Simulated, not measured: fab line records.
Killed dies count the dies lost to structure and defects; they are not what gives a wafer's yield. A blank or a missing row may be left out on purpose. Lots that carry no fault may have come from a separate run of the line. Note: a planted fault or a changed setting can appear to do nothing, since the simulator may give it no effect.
Which of the tools did it? :: flow gf180mcu :: 13 lots, 39 wafers sampled, at 3 steps of a route of 602

## WHAT THE GAUGES SHOWED, per wafer
GF_V5_BOW_MEAS_05. Usual: V5_BOW 132 um, standard deviation 10.
lot: L648
measured: day 26 15:31
on: film-metro-03
V5_BOW (um): 135 132 133
flag: 

lot: L649
measured: day 26 19:36
on: film-metro-03
V5_BOW (um): 128 122 126
flag: 

lot: L650
measured: day 27 08:13
on: film-metro-03
V5_BOW (um): 126 114 106
flag: 

lot: L651
measured: day 27 14:22
on: film-metro-03
V5_BOW (um): 129 119 130
flag: 

lot: L653
measured: day 28 10:40
on: film-metro-01
V5_BOW (um): 131 127 125
flag: 

lot: L654
measured: day 28 18:58
on: film-metro-03
V5_BOW (um): 144 148 135
flag: 

lot: L656
measured: day 29 11:22
on: film-metro-01
V5_BOW (um): 137 142 142
flag: 

lot: L657
measured: day 29 17:10
on: film-metro-02
V5_BOW (um): 124 116 128
flag: 

lot: L661
measured: day 30 16:25
on: film-metro-02
V5_BOW (um): 112 112 117
flag: 

lot: L663
measured: day 31 01:14
on: film-metro-02
V5_BOW (um): 122 122 132
flag: 

lot: L666
measured: day 31 18:46
on: film-metro-03
V5_BOW (um): 127 126 124
flag: 

lot: L667
measured: day 31 23:22
on: film-metro-02
V5_BOW (um): 123 130 129
flag: 

lot: L668
measured: day 32 06:10
on: film-metro-03
V5_BOW (um): 139 132 136
flag: 

GF_V5_OVL_MEAS_15. Usual: V5_OVL 2 nm, standard deviation 5.7.
lot: L648
measured: day 27 11:39
on: overlay-02
V5_OVL (nm): -4 1 7
flag: 

lot: L649
measured: day 27 16:14
on: overlay-02
V5_OVL (nm): -1 -1 10
flag: 

lot: L650
measured: day 28 04:04
on: overlay-02
V5_OVL (nm): -4 0 5
flag: 

lot: L651
measured: day 28 10:30
on: overlay-01
V5_OVL (nm): 3 1 -4
flag: 

lot: L653
measured: day 29 06:21
on: overlay-02
V5_OVL (nm): 1 8 -1
flag: 

lot: L654
measured: day 29 14:21
on: overlay-01
V5_OVL (nm): -1 -3 -3
flag: 

lot: L656
measured: day 30 06:22
on: overlay-01
V5_OVL (nm): -7 -1 3
flag: 

lot: L657
measured: day 30 12:12
on: overlay-01
V5_OVL (nm): 6 -3 3
flag: 

lot: L661
measured: day 31 10:09
on: overlay-01
V5_OVL (nm): 5 1 -6
flag: 

lot: L663
measured: day 31 18:36
on: overlay-02
V5_OVL (nm): 11 6 7
flag: 

lot: L666
measured: day 32 11:41
on: overlay-02
V5_OVL (nm): 7 3 3
flag: 

lot: L667
measured: day 32 16:00
on: overlay-01
V5_OVL (nm): -9 -4 -3
flag: 

lot: L668
measured: day 32 22:42
on: overlay-02
V5_OVL (nm): 6 3 15
flag: 

## WHAT TOOL EACH LOT RAN ON (gives the tool, then ch and the chambers of the sampled wafers, and finally the start)
lot: L648
GF_M5_ETCH_09: rie-diel-01 ch 1,3, day 26 14:13

lot: L649
GF_M5_ETCH_09: rie-diel-04 ch 0,1,2, day 26 18:17

lot: L650
GF_M5_ETCH_09: rie-diel-02 ch 0,1, day 27 06:53

lot: L651
GF_M5_ETCH_09: rie-diel-02 ch 1,3, day 27 12:53

lot: L653
GF_M5_ETCH_09: rie-diel-01 ch 0,1,2, day 28 09:25

lot: L654
GF_M5_ETCH_09: rie-diel-04 ch 0,2,3, day 28 17:43

lot: L656
GF_M5_ETCH_09: rie-diel-01 ch 0,1, day 29 09:58

lot: L657
GF_M5_ETCH_09: rie-diel-04 ch 0,2,3, day 29 15:54

lot: L661
GF_M5_ETCH_09: rie-diel-04 ch 1,3, day 30 15:01

lot: L663
GF_M5_ETCH_09: rie-diel-04 ch 0,1,2, day 30 23:59

lot: L666
GF_M5_ETCH_09: rie-diel-02 ch 0,1,3, day 31 17:23

lot: L667
GF_M5_ETCH_09: rie-diel-02 ch 0,2, day 31 22:04

lot: L668
GF_M5_ETCH_09: rie-diel-02 ch 0,3, day 32 04:47
- GF_M5_ETCH_09: etches Si3N4 in CF4/O2, target depth 52 nm, time 11.6 s.

## AS READ BY THE TOOLS THEMSELVES (means over the sampled wafers that have a number; for cases with no such wafer, the mark the record gives instead)
GF_M5_ETCH_09. Usual: drypump-motor-current-A 5.5 A, standard deviation 0.48; oes-product-au 0.997 a.u., standard deviation 0.01; throttle-valve-pct 5.969 %, standard deviation 0.0092.
lot: L648
tool: rie-diel-01
drypump-motor-current-A (A): 5.7
oes-product-au (a.u.): 0.996
throttle-valve-pct (%): 5.961
flag: 

lot: L649
tool: rie-diel-04
drypump-motor-current-A (A): 6.1
oes-product-au (a.u.): 0.994
throttle-valve-pct (%): 5.967
flag: 

lot: L650
tool: rie-diel-02
drypump-motor-current-A (A): 5.4
oes-product-au (a.u.): 1.007
throttle-valve-pct (%): 5.966
flag: 

lot: L651
tool: rie-diel-02
drypump-motor-current-A (A): 5.2
oes-product-au (a.u.): 1.003
throttle-valve-pct (%): 5.977
flag: 

lot: L653
tool: rie-diel-01
drypump-motor-current-A (A): 5.3
oes-product-au (a.u.): 0.994
throttle-valve-pct (%): 5.971
flag: 

lot: L654
tool: rie-diel-04
drypump-motor-current-A (A): 5.7
oes-product-au (a.u.): 1.000
throttle-valve-pct (%): 5.968
flag: 

lot: L656
tool: rie-diel-01
drypump-motor-current-A (A): 5.0
oes-product-au (a.u.): 0.998
throttle-valve-pct (%): 5.977
flag: 

lot: L657
tool: rie-diel-04
drypump-motor-current-A (A): 5.7
oes-product-au (a.u.): 1.000
throttle-valve-pct (%): 5.963
flag: 

lot: L661
tool: rie-diel-04
drypump-motor-current-A (A): 6.0
oes-product-au (a.u.): 1.000
throttle-valve-pct (%): 5.972
flag: 

lot: L663
tool: rie-diel-04
drypump-motor-current-A (A): 6.1
oes-product-au (a.u.): 1.005
throttle-valve-pct (%): 5.969
flag: 

lot: L666
tool: rie-diel-02
drypump-motor-current-A (A): 5.4
oes-product-au (a.u.): 1.009
throttle-valve-pct (%): 5.963
flag: 

lot: L667
tool: rie-diel-02
drypump-motor-current-A (A): 5.7
oes-product-au (a.u.): 0.991
throttle-valve-pct (%): 5.972
flag: 

lot: L668
tool: rie-diel-02
drypump-motor-current-A (A): 5.6
oes-product-au (a.u.): 0.997
throttle-valve-pct (%): 5.967
flag: 

## THE ANSWER, worked out from the rows above alone
Rule: take the mean of a lot's wafers that have a number; if it is more than 3 standard deviations from the usual mean, the lot is off. A lot without any number at a reading at which 4 lots or more have one is off too. All remaining lots with rows at the step are treated as sound. Order of review: gauges by route order, followed by the tools' own readings, for which a lot's mean as printed above is used. At the first step where some lot is off, the reading lying furthest off is the one used; lots without a number count as furthest.
No lot is off on any of the readings shown, so nothing can be concluded from this.

## WHAT WAS PUT IN BY THE SIMULATOR
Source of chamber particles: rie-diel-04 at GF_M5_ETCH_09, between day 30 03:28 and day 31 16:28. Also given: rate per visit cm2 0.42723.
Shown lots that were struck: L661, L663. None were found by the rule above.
